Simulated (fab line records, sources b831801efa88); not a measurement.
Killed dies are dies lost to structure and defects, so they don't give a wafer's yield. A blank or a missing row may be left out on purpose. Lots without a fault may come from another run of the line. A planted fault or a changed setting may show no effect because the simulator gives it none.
Chamber matching | flow sky130 | SKY_VIA4_HDPCVD_00 on hdpcvd-01: 3 sister chambers
The step deposits SiO2, target thk 1750 nm, time 291.7 s. 16 wafers are shown with their chamber, then 8 later ones without.

WAFERS WITH THEIR CHAMBER
wafer  | chamber | susceptor_temp_C (C)
L607.1 | 2       | 400.16
L607.3 | 0       | 400.36
L607.6 | 2       | 400.10
L609.1 | 2       | 400.17
L609.2 | 1       | 399.93
L609.5 | 0       | 400.02
L616.1 | 0       | 399.99
L616.3 | 1       | 399.77
L616.4 | 0       | 399.99
L623.2 | 2       | 400.05
L623.3 | 0       | 400.31
L623.6 | 2       | 400.01
L624.1 | 0       | 399.83
L624.5 | 1       | 399.96
L624.6 | 2       | 400.11
L625.2 | 1       | 399.82

SIGNATURES (means of the wafers above)
reading          | chamber 0 | chamber 1 | chamber 2 | scatter within a chamber
susceptor_temp_C | 400.0833  | 399.8700  | 400.1000  | 0.141
Rule: a wafer's distance from a chamber is the root of the sum, over the readings, of the square of ((its reading less the chamber's mean) divided by the reading's scatter). The wafer belongs to the nearest chamber; if the next one is less than 2 further off, it can't be placed. The scatter: the root of (the sum of the squares of (reading less its chamber's mean) over the shown wafers, divided by (wafers less chambers)).

WAFERS WITHOUT THEIR CHAMBER
wafer  | susceptor_temp_C (C)
L625.5 | 400.19
L625.6 | 400.06
L627.2 | 400.14
L627.4 | 400.11
L627.5 | 399.69
L629.4 | 400.12
L629.5 | 399.99
L629.6 | 399.83

WHICH CHAMBER EACH WENT THROUGH
wafer  | from the rows above          | in truth
L625.5 | can't be placed: 2 or 0 or 1 | 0
L625.6 | can't be placed: 0 or 2 or 1 | 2
L627.2 | can't be placed: 2 or 0 or 1 | 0
L627.4 | can't be placed: 2 or 0 or 1 | 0
L627.5 | can't be placed: 1 or 0 or 2 | 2
L629.4 | can't be placed: 2 or 0 or 1 | 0
L629.5 | can't be placed: 0 or 2 or 1 | 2
L629.6 | can't be placed: 1 or 0 or 2 | 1
Placed correctly: 0 of 8. Can't be placed from these rows: 8 (the true chamber is among the candidates in 8). Placed wrongly: 0.
